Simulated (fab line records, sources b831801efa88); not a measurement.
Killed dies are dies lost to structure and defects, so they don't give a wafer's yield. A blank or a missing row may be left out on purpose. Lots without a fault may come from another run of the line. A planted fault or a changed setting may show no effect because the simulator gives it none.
fab line records | flow sky130
record lots=5 wafers=15 last_day=49
route steps=708 shown LDD_N@245 LDD_P@255 LDD_HVN@267
lots that met no fault: from a run of the same line without faults
start_h: hours from the record's first day to the start of the lot's first wafer shown | wait_h: hours since the lot's step before | " the same as in the row above | L1.1+2: a row that stands for several wafers | - no value, or no start given | * or withheld: withheld | < > ~ a bound
route shown NAME@n: a module of which the file shows steps, and the number in the route of the first | usual: mean/standard deviation of fault-free wafers | same: alike in all rows | chamber/n: place in a boat | sites: the reading at each site | _std_site: their standard deviation | _edge_site: outer sites' mean less inner sites' | radius_mm: how far each site lies from the wafer's centre | mask NAME#n: copy n | behind: the tool/chamber that last shaped the wafer | hold: why the lot was held/for how many hours/how that ended | device: the transistor (n, p or np) that didn't switch | end of line: the same wafers' tests at the end of the route | a step without rows: its recipe alone | killed: dies lost to structure and defects at the first sort, not the wafer's yield | map: a wafer's dies, x killed, . not, _ none there
set.NAME: the setting as run; set.NAME@STEP: as run at that earlier step | model.NAME: the simulator's own value behind a step, which no gauge read
lots at some steps of the route; a table a step, a row a wafer
services: from which hour (start_h, from the record's first day; less than 0 if before it) a tool's chamber was out of use, for how many hours, and why
## steps
# step SKY_LDD_N_IMPLANT_08
# recipe species=As energy_kev=19.67 dose_cm2=7.5e+13 tilt_deg=withheld rotation_deg=23
# usual dose_ions_cm2=7.499e+13/7.9e+10
# columns lot.wafer tool chamber start_h wait_h dose_ions_cm2
L078.4 implanter-01 0 454.94 0.1 7.498e+13
L078.5 " 0 " " 7.504e+13
L078.6 " 0 " " 7.489e+13
L082.2 implanter-01 0 474.10 0.0 7.493e+13
L082.4 " 0 " " 7.491e+13
L082.5 " 0 " " 7.502e+13
L088.1 implanter-01 0 528.60 0.0 7.506e+13
L088.4 " 0 " " 7.502e+13
L088.5 " 0 " " 7.501e+13
L091.1 implanter-01 0 549.87 0.0 7.483e+13
L091.4 " 0 " " 7.488e+13
L091.6 " 0 " " 7.492e+13
L092.3 implanter-01 0 562.77 0.1 7.494e+13
L092.5 " 0 " " 7.497e+13
L092.6 " 0 " " 7.504e+13
# step SKY_LDD_N_IMPLANT_09
# recipe species=As energy_kev=20 dose_cm2=7.5e+13 tilt_deg=withheld rotation_deg=113
# usual dose_ions_cm2=7.5e+13/8.4e+10
# columns lot.wafer tool chamber start_h wait_h dose_ions_cm2
L078.4 implanter-01 0 455.09 0.1 7.506e+13
L078.5 " 0 " " 7.498e+13
L078.6 " 0 " " 7.505e+13
L082.2 implanter-01 0 474.25 0.1 7.504e+13
L082.4 " 0 " " 7.501e+13
L082.5 " 0 " " 7.505e+13
L088.1 implanter-01 0 528.75 0.1 7.504e+13
L088.4 " 0 " " 7.5e+13
L088.5 " 0 " " 7.5e+13
L091.1 implanter-01 0 550.02 0.1 7.499e+13
L091.4 " 0 " " 7.485e+13
L091.6 " 0 " " 7.497e+13
L092.3 implanter-01 0 562.92 0.1 7.501e+13
L092.5 " 0 " " 7.503e+13
L092.6 " 0 " " 7.501e+13
# step SKY_LDD_N_IMPLANT_10
# recipe species=As energy_kev=20 dose_cm2=7.5e+13 tilt_deg=withheld rotation_deg=203
# usual dose_ions_cm2=7.5e+13/9.5e+10
# columns lot.wafer tool chamber start_h wait_h dose_ions_cm2
L078.4 implanter-01 0 455.24 0.1 7.503e+13
L078.5 " 0 " " 7.498e+13
L078.6 " 0 " " 7.508e+13
L082.2 implanter-01 0 474.40 0.1 7.492e+13
L082.4 " 0 " " 7.514e+13
L082.5 " 0 " " 7.488e+13
L088.1 implanter-01 0 528.90 0.1 7.502e+13
L088.4 " 0 " " 7.493e+13
L088.5 " 0 " " 7.489e+13
L091.1 implanter-01 0 550.17 0.1 7.502e+13
L091.4 " 0 " " 7.509e+13
L091.6 " 0 " " 7.497e+13
L092.3 implanter-01 0 563.07 0.1 7.515e+13
L092.5 " 0 " " 7.499e+13
L092.6 " 0 " " 7.504e+13
# step SKY_LDD_N_IMPLANT_11
# recipe species=As energy_kev=20 dose_cm2=7.5e+13 tilt_deg=withheld rotation_deg=293
# usual dose_ions_cm2=7.499e+13/9.6e+10
# columns lot.wafer tool chamber start_h wait_h dose_ions_cm2
L078.4 implanter-01 0 455.39 0.1 7.509e+13
L078.5 " 0 " " 7.505e+13
L078.6 " 0 " " 7.505e+13
L082.2 implanter-01 0 474.55 0.1 7.494e+13
L082.4 " 0 " " 7.496e+13
L082.5 " 0 " " 7.507e+13
L088.1 implanter-01 0 529.05 0.1 7.493e+13
L088.4 " 0 " " 7.49e+13
L088.5 " 0 " " 7.485e+13
L091.1 implanter-01 0 550.32 0.1 7.495e+13
L091.4 " 0 " " 7.516e+13
L091.6 " 0 " " 7.512e+13
L092.3 implanter-01 0 563.22 0.1 7.504e+13
L092.5 " 0 " " 7.494e+13
L092.6 " 0 " " 7.515e+13
# step SKY_LDD_N_IMPLANT_12
# recipe species=BF2 energy_kev=50 dose_cm2=5e+12 tilt_deg=30 rotation_deg=0
# usual dose_ions_cm2=5e+12/5.9e+09
# columns lot.wafer tool chamber start_h wait_h dose_ions_cm2
L078.4 implanter-01 0 455.54 0.1 4.995e+12
L078.5 " 0 " " 4.996e+12
L078.6 " 0 " " 4.998e+12
L082.2 implanter-01 0 474.70 0.1 5.001e+12
L082.4 " 0 " " 5.005e+12
L082.5 " 0 " " 4.997e+12
L088.1 implanter-01 0 529.20 0.1 5.008e+12
L088.4 " 0 " " 5.006e+12
L088.5 " 0 " " 5.006e+12
L091.1 implanter-01 0 550.47 0.1 5.001e+12
L091.4 " 0 " " 4.997e+12
L091.6 " 0 " " 5.01e+12
L092.3 implanter-01 0 563.37 0.1 4.995e+12
L092.5 " 0 " " 4.995e+12
L092.6 " 0 " " 4.993e+12
# step SKY_LDD_N_IMPLANT_13
# recipe species=BF2 energy_kev=50 dose_cm2=5e+12 tilt_deg=30 rotation_deg=90
# usual dose_ions_cm2=4.999e+12/5.4e+09
# columns lot.wafer tool chamber start_h wait_h dose_ions_cm2
L078.4 implanter-01 0 455.69 0.1 4.997e+12
L078.5 " 0 " " 4.987e+12
L078.6 " 0 " " 4.989e+12
L082.2 implanter-01 0 474.85 0.1 4.993e+12
L082.4 " 0 " " 4.998e+12
L082.5 " 0 " " 5.008e+12
L088.1 implanter-01 0 529.35 0.1 5.001e+12
L088.4 " 0 " " 5.006e+12
L088.5 " 0 " " 5.005e+12
L091.1 implanter-01 0 550.62 0.1 5e+12
L091.4 " 0 " " 4.997e+12
L091.6 " 0 " " 4.992e+12
L092.3 implanter-01 0 563.52 0.1 4.991e+12
L092.5 " 0 " " 5.002e+12
L092.6 " 0 " " 4.994e+12
# step SKY_LDD_N_IMPLANT_14
# recipe species=BF2 energy_kev=50 dose_cm2=5e+12 tilt_deg=30 rotation_deg=180
# usual dose_ions_cm2=5e+12/5.3e+09
# columns lot.wafer tool chamber start_h wait_h dose_ions_cm2
L078.4 implanter-01 0 455.84 0.1 4.995e+12
L078.5 " 0 " " 5.003e+12
L078.6 " 0 " " 5.001e+12
L082.2 implanter-01 0 475.00 0.1 5.002e+12
L082.4 " 0 " " 5.001e+12
L082.5 " 0 " " 5.005e+12
L088.1 implanter-01 0 529.50 0.1 4.994e+12
L088.4 " 0 " " 5.003e+12
L088.5 " 0 " " 4.997e+12
L091.1 implanter-01 0 550.77 0.1 5.002e+12
L091.4 " 0 " " 5.003e+12
L091.6 " 0 " " 5e+12
L092.3 implanter-01 0 563.67 0.1 5.005e+12
L092.5 " 0 " " 4.994e+12
L092.6 " 0 " " 4.999e+12
# step SKY_LDD_N_IMPLANT_15
# recipe species=BF2 energy_kev=50 dose_cm2=5e+12 tilt_deg=30 rotation_deg=270
# usual dose_ions_cm2=5e+12/5.2e+09
# columns lot.wafer tool chamber start_h wait_h dose_ions_cm2
L078.4 implanter-01 0 455.99 0.1 4.993e+12
L078.5 " 0 " " 4.991e+12
L078.6 " 0 " " 5.001e+12
L082.2 implanter-01 0 475.15 0.1 5.001e+12
L082.4 " 0 " " 4.999e+12
L082.5 " 0 " " 5.011e+12
L088.1 implanter-01 0 529.65 0.1 5.006e+12
L088.4 " 0 " " 4.999e+12
L088.5 " 0 " " 5.011e+12
L091.1 implanter-01 0 550.92 0.1 5.01e+12
L091.4 " 0 " " 4.997e+12
L091.6 " 0 " " 5.006e+12
L092.3 implanter-01 0 563.82 0.1 5.005e+12
L092.5 " 0 " " 5.008e+12
L092.6 " 0 " " 5.005e+12
# step SKY_LDD_N_STRIP_16
# recipe chemistry=O2/N2 power_w=1400 pressure_mtorr=1500 platen_temp_c=withheld o2_flow_sccm=3000 n2_flow_sccm=300 overash_fraction=0.5
# usual drypump_motor_current_A=5.8/0.33 o2_flow_sccm=3003/8.3 oes_product_au=0.407/0.0045 strip_time_to_endpoint_s=4.315/0.016
# columns lot.wafer tool chamber start_h wait_h drypump_motor_current_A o2_flow_sccm oes_product_au rf_hours_counter_h strip_time_to_endpoint_s
L078.4 plasma_asher-04 1 456.10 0.1 6.4 2998 0.412 - 4.301
L078.5 " 1 " " 6.4 2997 0.401 - 4.280
L078.6 " 0 " " 5.9 3009 0.399 - 4.299
L082.2 plasma_asher-04 1 475.28 0.1 6.3 3006 0.405 35 4.301
L082.4 " 0 " " 5.9 3010 0.408 - 4.310
L082.5 " 0 " " 6.0 2994 0.408 - 4.296
L088.1 plasma_asher-04 0 529.80 0.1 5.9 3009 0.402 41 4.320
L088.4 " 1 " " 6.4 3017 0.407 - 4.309
L088.5 " 1 " " 6.3 3003 0.403 - 4.306
L091.1 plasma_asher-04 0 551.07 0.1 6.0 3008 0.407 43 4.341
L091.4 " 0 " " 5.9 3016 0.408 - 4.334
L091.6 " 1 " " 6.3 2984 0.401 - 4.324
L092.3 plasma_asher-03 0 563.95 0.1 5.6 3014 0.407 - 4.303
L092.5 " 1 " " 5.7 2988 0.411 - 4.314
L092.6 " 0 " " 5.5 3003 0.413 - 4.307
# step SKY_LDD_N_TW_MEAS_17
# usual LDD_N_TW=2611/11
# columns lot.wafer tool chamber start_h wait_h LDD_N_TW
L078.4 film_metro-04 - 456.20 0.1 2631
L078.5 " - " " 2632
L078.6 " - " " 2633
L082.2 film_metro-04 - 475.39 0.1 2611
L082.4 " - " " 2632
L082.5 " - " " 2614
L088.1 film_metro-02 - 529.90 0.1 2605
L088.4 " - " " 2588
L088.5 " - " " 2595
L091.1 film_metro-02 - 551.17 0.1 2609
L091.4 " - " " 2603
L091.6 " - " " 2617
L092.3 film_metro-02 - 564.04 0.1 2620
L092.5 " - " " 2642
L092.6 " - " " 2616
# step SKY_LDD_P_DEHYDRATE_00
# recipe temp_c=200 time_s=60
# usual resist_line_temp_C=23.00/0.11
# columns lot.wafer tool chamber start_h wait_h resist_line_temp_C
L078.4 litho_track-01 0 469.92 13.7 23.17
L078.5 " 0 " " 22.98
L078.6 " 0 " " 22.97
L082.2 litho_track-04 0 491.66 16.3 23.22
L082.4 " 0 " " 23.09
L082.5 " 0 " " 22.96
L088.1 litho_track-04 0 544.18 14.3 23.04
L088.4 " 0 " " 22.99
L088.5 " 0 " " 22.95
L091.1 litho_track-03 0 564.70 13.5 22.94
L091.4 " 0 " " 22.91
L091.6 " 0 " " 23.06
L092.3 litho_track-03 0 578.05 14.0 22.98
L092.5 " 0 " " 23.02
L092.6 " 0 " " 23.08
# step SKY_LDD_P_HMDS_01
# recipe prime_time_s=60 prime_temp_c=120
# usual resist_line_temp_C=22.99/0.092
# columns lot.wafer tool chamber start_h wait_h resist_line_temp_C
L078.4 litho_track-01 0 470.07 0.1 22.99
L078.5 " 0 " " 23.06
L078.6 " 0 " " 22.95
L082.2 litho_track-04 0 491.81 0.1 22.90
L082.4 " 0 " " 23.07
L082.5 " 0 " " 23.02
L088.1 litho_track-04 0 544.33 0.1 23.02
L088.4 " 0 " " 22.81
L088.5 " 0 " " 22.85
L091.1 litho_track-03 0 564.85 0.1 23.01
L091.4 " 0 " " 23.02
L091.6 " 0 " " 23.01
L092.3 litho_track-03 0 578.20 0.1 23.00
L092.5 " 0 " " 23.09
L092.6 " 0 " " 23.08
# step SKY_LDD_P_COAT_02
# recipe resist=NOVOLAK spin_rpm=3000 resist_thk_nm=1140
# usual resist_line_temp_C=23.01/0.12 spin_speed_rpm=3000.1/2.5
# columns lot.wafer tool chamber start_h wait_h resist_line_temp_C spin_speed_rpm
L078.4 litho_track-01 0 470.22 0.1 22.73 3002.2
L078.5 " 0 " " 22.91 3001.9
L078.6 " 0 " " 22.80 2998.3
L082.2 litho_track-04 0 491.96 0.1 23.30 2994.7
L082.4 " 0 " " 23.39 2995.8
L082.5 " 0 " " 23.08 2997.6
L088.1 litho_track-04 0 544.48 0.1 23.10 3000.1
L088.4 " 0 " " 22.93 2997.6
L088.5 " 0 " " 22.98 3002.6
L091.1 litho_track-03 0 565.00 0.1 22.89 3002.2
L091.4 " 0 " " 22.90 3000.2
L091.6 " 0 " " 23.06 3003.2
L092.3 litho_track-03 0 578.35 0.1 22.98 2999.3
L092.5 " 0 " " 23.22 3000.5
L092.6 " 0 " " 23.05 2999.4
# step SKY_LDD_P_SOFTBAKE_03
# recipe temp_c=90 time_s=60 resist=NOVOLAK
# usual resist_line_temp_C=22.98/0.12
# columns lot.wafer tool chamber start_h wait_h resist_line_temp_C
L078.4 litho_track-01 0 470.37 0.1 23.01
L078.5 " 0 " " 22.94
L078.6 " 0 " " 23.01
L082.2 litho_track-04 0 492.11 0.1 22.77
L082.4 " 0 " " 22.82
L082.5 " 0 " " 22.92
L088.1 litho_track-04 0 544.63 0.1 23.13
L088.4 " 0 " " 23.00
L088.5 " 0 " " 23.02
L091.1 litho_track-03 0 565.15 0.1 23.01
L091.4 " 0 " " 23.01
L091.6 " 0 " " 22.97
L092.3 litho_track-03 0 578.50 0.1 22.98
L092.5 " 0 " " 23.15
L092.6 " 0 " " 23.04
# step SKY_LDD_P_EXPOSE_04
# recipe mask_id=PSDM na=0.6 source_shape=conventional sigma_outer=0.6 polarization=unpolarized target_cd_nm=380 dose_mj=138
# columns lot.wafer tool chamber start_h wait_h mask
L078.4+5+6 iline_stepper-02 0 - - PSDM#0
L082.2+4+5 iline_stepper-02 0 - - PSDM#0
L088.1+4+5 iline_stepper-01 0 - - PSDM#0
L091.1+4+6 iline_stepper-01 0 - - PSDM#0
L092.3+5+6 iline_stepper-02 0 - - PSDM#0
# step SKY_LDD_P_PEB_05
# recipe temp_c=withheld time_s=* resist=NOVOLAK
# usual resist_line_temp_C=*
# columns lot.wafer tool chamber start_h wait_h resist_line_temp_C
L078.4 litho_track-04 0 - - *
L078.5 " 0 " " *
L078.6 " 0 " " *
L082.2 litho_track-04 0 - - *
L082.4 " 0 " " *
L082.5 " 0 " " *
L088.1 litho_track-03 0 - - *
L088.4 " 0 " " *
L088.5 " 0 " " *
L091.1 litho_track-03 0 - - *
L091.4 " 0 " " *
L091.6 " 0 " " *
L092.3 litho_track-04 0 - - *
L092.5 " 0 " " *
L092.6 " 0 " " *
# step SKY_LDD_P_DEVELOP_06
# recipe resist=NOVOLAK developer=TMAH develop_time_s=60 dev_temp_c=23
# usual resist_line_temp_C=22.98/0.11
# columns lot.wafer tool chamber start_h wait_h resist_line_temp_C
L078.4 litho_track-04 0 485.51 0.1 23.20
L078.5 " 0 " " 22.98
L078.6 " 0 " " 23.08
L082.2 litho_track-04 0 506.71 0.1 22.94
L082.4 " 0 " " 22.93
L082.5 " 0 " " 22.88
L088.1 litho_track-03 0 559.80 0.1 22.99
L088.4 " 0 " " 22.87
L088.5 " 0 " " 22.90
L091.1 litho_track-03 0 580.05 0.1 23.05
L091.4 " 0 " " 23.06
L091.6 " 0 " " 23.07
L092.3 litho_track-04 0 592.73 0.1 22.97
L092.5 " 0 " " 23.06
L092.6 " 0 " " 22.99
# step SKY_LDD_P_CD_MEAS_07
# recipe target_cd_nm=380
# usual cd_nm=379.8/2.4
# columns lot.wafer tool chamber start_h wait_h cd_nm
L078.4 cd_sem-01 - 485.64 0.1 378.5
L078.5 " - " " 379.0
L078.6 " - " " 378.8
L082.2 cd_sem-02 - 506.85 0.1 383.0
L082.4 " - " " 381.1
L082.5 " - " " 382.1
L088.1 cd_sem-01 - 559.95 0.1 381.2
L088.4 " - " " 378.8
L088.5 " - " " 380.2
L091.1 cd_sem-02 - 580.20 0.1 375.5
L091.4 " - " " 376.6
L091.6 " - " " 376.6
L092.3 cd_sem-01 - 592.87 0.1 379.8
L092.5 " - " " 377.9
L092.6 " - " " 376.0
# step SKY_LDD_P_OVL_MEAS_08
# usual LDD_P_OVL=-0.1/1.5
# columns lot.wafer tool chamber start_h wait_h LDD_P_OVL[nm]
L078.4 overlay-01 - 485.72 0.1 0.1
L078.5 " - " " 0.2
L078.6 " - " " -1.0
L082.2 overlay-02 - 506.96 0.1 2.5
L082.4 " - " " -0.5
L082.5 " - " " -0.2
L088.1 overlay-02 - 560.07 0.1 0.6
L088.4 " - " " 0.7
L088.5 " - " " 1.4
L091.1 overlay-02 - 580.32 0.1 2.2
L091.4 " - " " 1.8
L091.6 " - " " 1.7
L092.3 overlay-01 - 592.96 0.1 -1.3
L092.5 " - " " -2.2
L092.6 " - " " -0.3
# step SKY_LDD_P_IMPLANT_09
# recipe species=BF2 energy_kev=25 dose_cm2=1e+13 tilt_deg=withheld
# usual dose_ions_cm2=1.0001e+13/1.1e+10
# columns lot.wafer tool chamber start_h wait_h dose_ions_cm2
L078.4 implanter-01 0 485.81 0.1 9.988e+12
L078.5 " 0 " " 9.995e+12
L078.6 " 0 " " 1.0003e+13
L082.2 implanter-03 0 507.01 0.0 1.0005e+13
L082.4 " 0 " " 9.991e+12
L082.5 " 0 " " 9.988e+12
L088.1 implanter-03 0 560.11 0.0 9.977e+12
L088.4 " 0 " " 9.993e+12
L088.5 " 0 " " 9.984e+12
L091.1 implanter-03 0 580.35 0.0 1.0004e+13
L091.4 " 0 " " 1.0003e+13
L091.6 " 0 " " 1.0003e+13
L092.3 implanter-04 0 593.04 0.1 1.0003e+13
L092.5 " 0 " " 1e+13
L092.6 " 0 " " 1.0014e+13
# step SKY_LDD_P_STRIP_10
# recipe chemistry=O2/N2 power_w=1400 pressure_mtorr=1500 platen_temp_c=withheld o2_flow_sccm=3000 n2_flow_sccm=300 overash_fraction=0.5
# usual drypump_motor_current_A=5.49/0.23 o2_flow_sccm=3001/8.7 oes_product_au=0.716/0.0047 strip_time_to_endpoint_s=14.17/0.045
# columns lot.wafer tool chamber start_h wait_h drypump_motor_current_A o2_flow_sccm oes_product_au rf_hours_counter_h strip_time_to_endpoint_s
L078.4 plasma_asher-03 1 485.92 0.1 5.66 2999 0.716 - 14.21
L078.5 " 1 " " 5.65 3006 0.713 - 14.25
L078.6 " 0 " " 5.60 3000 0.717 - 14.16
L082.2 plasma_asher-02 1 507.14 0.1 5.09 3008 0.707 66 14.11
L082.4 " 1 " " 5.07 3002 0.721 - 14.17
L082.5 " 1 " " 5.10 2998 0.719 - 14.12
L088.1 plasma_asher-02 1 560.26 0.1 5.07 3000 0.717 71 14.11
L088.4 " 0 " " 5.67 2996 0.708 - 14.07
L088.5 " 0 " " 5.68 2998 0.709 - 14.14
L091.1 plasma_asher-03 0 580.50 0.1 5.62 2981 0.707 14 14.24
L091.4 " 0 " " 5.59 2997 0.714 - 14.22
L091.6 " 0 " " 5.56 2990 0.716 - 14.20
L092.3 plasma_asher-01 1 593.17 0.1 5.69 2999 0.711 - 14.23
L092.5 " 1 " " 5.69 3009 0.707 - 14.17
L092.6 " 0 " " 5.24 3000 0.716 - 14.21
# step SKY_LDD_P_TW_MEAS_11
# usual LDD_P_TW=636/9
# columns lot.wafer tool chamber start_h wait_h LDD_P_TW
L078.4 film_metro-01 - 486.02 0.1 627
L078.5 " - " " 629
L078.6 " - " " 628
L082.2 film_metro-04 - 507.25 0.1 641
L082.4 " - " " 643
L082.5 " - " " 642
L088.1 film_metro-04 - 560.36 0.1 642
L088.4 " - " " 643
L088.5 " - " " 642
L091.1 film_metro-01 - 580.60 0.1 621
L091.4 " - " " 624
L091.6 " - " " 624
L092.3 film_metro-02 - 593.26 0.1 639
L092.5 " - " " 637
L092.6 " - " " 641
# step SKY_LDD_HVN_DEHYDRATE_00
# recipe temp_c=200 time_s=60
# usual resist_line_temp_C=23.03/0.11
# columns lot.wafer tool chamber start_h wait_h resist_line_temp_C
L078.4 litho_track-03 0 500.82 14.8 23.00
L078.5 " 0 " " 23.15
L078.6 " 0 " " 23.05
L082.2 litho_track-03 0 523.07 15.8 22.90
L082.4 " 0 " " 23.04
L082.5 " 0 " " 23.08
L088.1 litho_track-01 0 573.79 13.4 23.09
L088.4 " 0 " " 23.20
L088.5 " 0 " " 23.08
L091.1 litho_track-01 0 594.34 13.7 23.00
L091.4 " 0 " " 22.98
L091.6 " 0 " " 23.07
L092.3 litho_track-03 0 607.45 14.2 22.90
L092.5 " 0 " " 23.01
L092.6 " 0 " " 22.98
# step SKY_LDD_HVN_HMDS_01
# recipe prime_time_s=60 prime_temp_c=120
# usual resist_line_temp_C=23.01/0.11
# columns lot.wafer tool chamber start_h wait_h resist_line_temp_C
L078.4 litho_track-03 0 500.97 0.1 22.85
L078.5 " 0 " " 22.88
L078.6 " 0 " " 23.02
L082.2 litho_track-03 0 523.22 0.1 23.04
L082.4 " 0 " " 23.01
L082.5 " 0 " " 23.03
L088.1 litho_track-01 0 573.94 0.1 22.88
L088.4 " 0 " " 23.04
L088.5 " 0 " " 23.18
L091.1 litho_track-01 0 594.49 0.1 23.16
L091.4 " 0 " " 23.09
L091.6 " 0 " " 23.04
L092.3 litho_track-03 0 607.60 0.1 23.24
L092.5 " 0 " " 23.29
L092.6 " 0 " " 23.25
# step SKY_LDD_HVN_COAT_02
# recipe resist=NOVOLAK spin_rpm=3000 resist_thk_nm=300
# usual resist_line_temp_C=22.98/0.095 spin_speed_rpm=2999.6/2.3
# columns lot.wafer tool chamber start_h wait_h resist_line_temp_C spin_speed_rpm
L078.4 litho_track-03 0 501.12 0.1 22.94 2998.8
L078.5 " 0 " " 23.09 3000.5
L078.6 " 0 " " 23.08 3001.3
L082.2 litho_track-03 0 523.37 0.1 22.84 3000.5
L082.4 " 0 " " 22.77 3001.8
L082.5 " 0 " " 22.76 3000.1
L088.1 litho_track-01 0 574.09 0.1 23.05 2999.7
L088.4 " 0 " " 22.94 2997.0
L088.5 " 0 " " 23.07 3002.5
L091.1 litho_track-01 0 594.64 0.1 23.17 3001.3
L091.4 " 0 " " 23.02 3000.1
L091.6 " 0 " " 22.97 3000.8
L092.3 litho_track-03 0 607.75 0.1 23.03 2997.9
L092.5 " 0 " " 23.03 3000.5
L092.6 " 0 " " 23.01 2996.9
# step SKY_LDD_HVN_SOFTBAKE_03
# recipe temp_c=90.52 time_s=60 resist=NOVOLAK
# usual resist_line_temp_C=22.99/0.1
# columns lot.wafer tool chamber start_h wait_h resist_line_temp_C
L078.4 litho_track-03 0 501.27 0.1 23.05
L078.5 " 0 " " 23.03
L078.6 " 0 " " 23.10
L082.2 litho_track-03 0 523.52 0.1 22.91
L082.4 " 0 " " 23.00
L082.5 " 0 " " 22.82
L088.1 litho_track-01 0 574.24 0.1 22.91
L088.4 " 0 " " 22.95
L088.5 " 0 " " 23.02
L091.1 litho_track-01 0 594.79 0.1 23.02
L091.4 " 0 " " 23.23
L091.6 " 0 " " 22.91
L092.3 litho_track-03 0 607.90 0.1 23.02
L092.5 " 0 " " 22.95
L092.6 " 0 " " 22.84
# step SKY_LDD_HVN_EXPOSE_04
# recipe mask_id=HVNTM na=0.6 source_shape=conventional sigma_outer=0.6 polarization=unpolarized target_cd_nm=700 dose_mj=127
# columns lot.wafer tool chamber start_h wait_h mask
L078.4+5+6 iline_stepper-01 0 - - HVNTM#0
L082.2+4+5 iline_stepper-01 0 - - HVNTM#0
L088.1+4+5 iline_stepper-01 0 - - HVNTM#0
L091.1+4+6 iline_stepper-02 0 - - HVNTM#0
L092.3+5+6 iline_stepper-02 0 - - HVNTM#0
# step SKY_LDD_HVN_PEB_05
# recipe temp_c=withheld time_s=* resist=NOVOLAK
# usual resist_line_temp_C=*
# columns lot.wafer tool chamber start_h wait_h resist_line_temp_C
L078.4 litho_track-01 0 - - *
L078.5 " 0 " " *
L078.6 " 0 " " *
L082.2 litho_track-03 0 - - *
L082.4 " 0 " " *
L082.5 " 0 " " *
L088.1 litho_track-02 0 - - *
L088.4 " 0 " " *
L088.5 " 0 " " *
L091.1 litho_track-03 0 - - *
L091.4 " 0 " " *
L091.6 " 0 " " *
L092.3 litho_track-01 0 - - *
L092.5 " 0 " " *
L092.6 " 0 " " *
# step SKY_LDD_HVN_DEVELOP_06
# recipe resist=NOVOLAK developer=TMAH develop_time_s=60 dev_temp_c=23
# usual resist_line_temp_C=23.01/0.11
# columns lot.wafer tool chamber start_h wait_h resist_line_temp_C
L078.4 litho_track-01 0 517.32 0.1 23.07
L078.5 " 0 " " 22.95
L078.6 " 0 " " 22.95
L082.2 litho_track-03 0 537.37 0.1 22.92
L082.4 " 0 " " 23.05
L082.5 " 0 " " 22.98
L088.1 litho_track-02 0 589.61 0.1 22.99
L088.4 " 0 " " 22.86
L088.5 " 0 " " 23.05
L091.1 litho_track-03 0 609.70 0.1 22.86
L091.4 " 0 " " 22.95
L091.6 " 0 " " 23.10
L092.3 litho_track-01 0 622.64 0.1 22.78
L092.5 " 0 " " 22.89
L092.6 " 0 " " 22.77
# step SKY_LDD_HVN_OVL_MEAS_07
# usual LDD_HVN_OVL=-0.2/1.2
# columns lot.wafer tool chamber start_h wait_h LDD_HVN_OVL[nm]
L078.4 overlay-02 - 517.41 0.1 0.6
L078.5 " - " " 0.7
L078.6 " - " " 1.3
L082.2 overlay-01 - 537.51 0.1 2.2
L082.4 " - " " 0.1
L082.5 " - " " 0.3
L088.1 overlay-02 - 589.76 0.1 -1.7
L088.4 " - " " -2.7
L088.5 " - " " -2.7
L091.1 overlay-02 - 609.85 0.1 1.7
L091.4 " - " " 1.8
L091.6 " - " " 2.0
L092.3 overlay-01 - 622.75 0.1 -0.1
L092.5 " - " " -1.5
L092.6 " - " " -0.8
# step SKY_LDD_HVN_IMPLANT_08
# recipe species=P energy_kev=60 dose_cm2=3e+13 tilt_deg=40
# usual dose_ions_cm2=3e+13/3.8e+10
# columns lot.wafer tool chamber start_h wait_h dose_ions_cm2
L078.4 implanter-01 0 517.50 0.1 3.005e+13
L078.5 " 0 " " 3.001e+13
L078.6 " 0 " " 3e+13
L082.2 implanter-01 0 537.56 0.0 2.996e+13
L082.4 " 0 " " 2.997e+13
L082.5 " 0 " " 2.995e+13
L088.1 implanter-03 0 589.80 0.0 2.996e+13
L088.4 " 0 " " 2.992e+13
L088.5 " 0 " " 2.996e+13
L091.1 implanter-01 0 609.89 0.0 3.005e+13
L091.4 " 0 " " 3.004e+13
L091.6 " 0 " " 3.005e+13
L092.3 implanter-01 0 622.83 0.1 3e+13
L092.5 " 0 " " 2.997e+13
L092.6 " 0 " " 3.001e+13
# step SKY_LDD_HVN_STRIP_09
# recipe chemistry=O2/N2 power_w=1400 pressure_mtorr=1500 platen_temp_c=withheld o2_flow_sccm=3000 n2_flow_sccm=300 overash_fraction=0.5
# usual drypump_motor_current_A=5.7/0.42 o2_flow_sccm=2999/9 oes_product_au=0.408/0.0043 strip_time_to_endpoint_s=4.133/0.014
# columns lot.wafer tool chamber start_h wait_h drypump_motor_current_A o2_flow_sccm oes_product_au rf_hours_counter_h strip_time_to_endpoint_s
L078.4 plasma_asher-04 1 517.61 0.1 6.4 2987 0.408 - 4.137
L078.5 " 1 " " 6.4 2991 0.397 - 4.128
L078.6 " 0 " " 5.9 3009 0.411 - 4.120
L082.2 plasma_asher-01 1 537.69 0.1 5.7 3001 0.406 86 4.150
L082.4 " 0 " " 5.2 2993 0.411 - 4.137
L082.5 " 1 " " 5.7 2995 0.407 - 4.129
L088.1 plasma_asher-04 0 589.95 0.1 6.0 2991 0.413 47 4.131
L088.4 " 1 " " 6.3 3004 0.403 - 4.114
L088.5 " 0 " " 6.0 2979 0.415 - 4.110
L091.1 plasma_asher-04 1 610.04 0.1 6.3 3005 0.414 49 4.140
L091.4 " 0 " " 5.9 2984 0.408 - 4.133
L091.6 " 0 " " 6.0 2987 0.410 - 4.158
L092.3 plasma_asher-04 0 622.96 0.1 5.9 3013 0.410 - 4.117
L092.5 " 1 " " 6.3 2991 0.412 - 4.126
L092.6 " 0 " " 6.0 2985 0.408 - 4.136
# step SKY_LDD_HVN_TW_MEAS_10
# usual LDD_HVN_TW=1443/17
# columns lot.wafer tool chamber start_h wait_h LDD_HVN_TW
L078.4 film_metro-04 - 517.71 0.1 1454
L078.5 " - " " 1460
L078.6 " - " " 1456
L082.2 film_metro-03 - 537.80 0.1 1446
L082.4 " - " " 1458
L082.5 " - " " 1448
L088.1 film_metro-03 - 590.05 0.1 1453
L088.4 " - " " 1452
L088.5 " - " " 1458
L091.1 film_metro-01 - 610.14 0.1 1427
L091.4 " - " " 1422
L091.6 " - " " 1420
L092.3 film_metro-04 - 623.05 0.1 1460
L092.5 " - " " 1452
L092.6 " - " " 1459
## services
# columns tool chamber start_h hours kind
plasma_asher-03 - 435.41 3.7 repair
implanter-01 - 444.21 2.7 repair
implanter-04 - 455.31 5.2 pm
plasma_asher-01 - 455.98 4.2 repair
plasma_asher-03 - 461.89 2.8 pm
plasma_asher-02 - 464.49 2.4 repair
plasma_asher-01 - 464.81 1.4 repair
implanter-03 - 485.28 4.1 repair
plasma_asher-01 - 500.85 1.5 repair
implanter-01 - 508.69 2.4 repair
implanter-04 - 511.51 2.4 repair
iline_stepper-01 - 511.83 1.7 pm
iline_stepper-02 - 515.67 - calibration
iline_stepper-02 - 524.49 1.7 pm
implanter-03 - 524.65 20.8 pm
iline_stepper-02 0 535.73 - calibration
implanter-01 - 555.45 2.2 repair
plasma_asher-02 - 563.22 1.2 repair
implanter-04 - 567.46 1.0 repair
iline_stepper-01 - 589.60 6.2 repair
plasma_asher-04 - 591.40 2.8 pm
iline_stepper-01 - 594.97 19.2 repair
plasma_asher-02 - 602.79 1.9 repair
litho_track-03 - 620.99 - consumable_replace:filter
## key
fault none
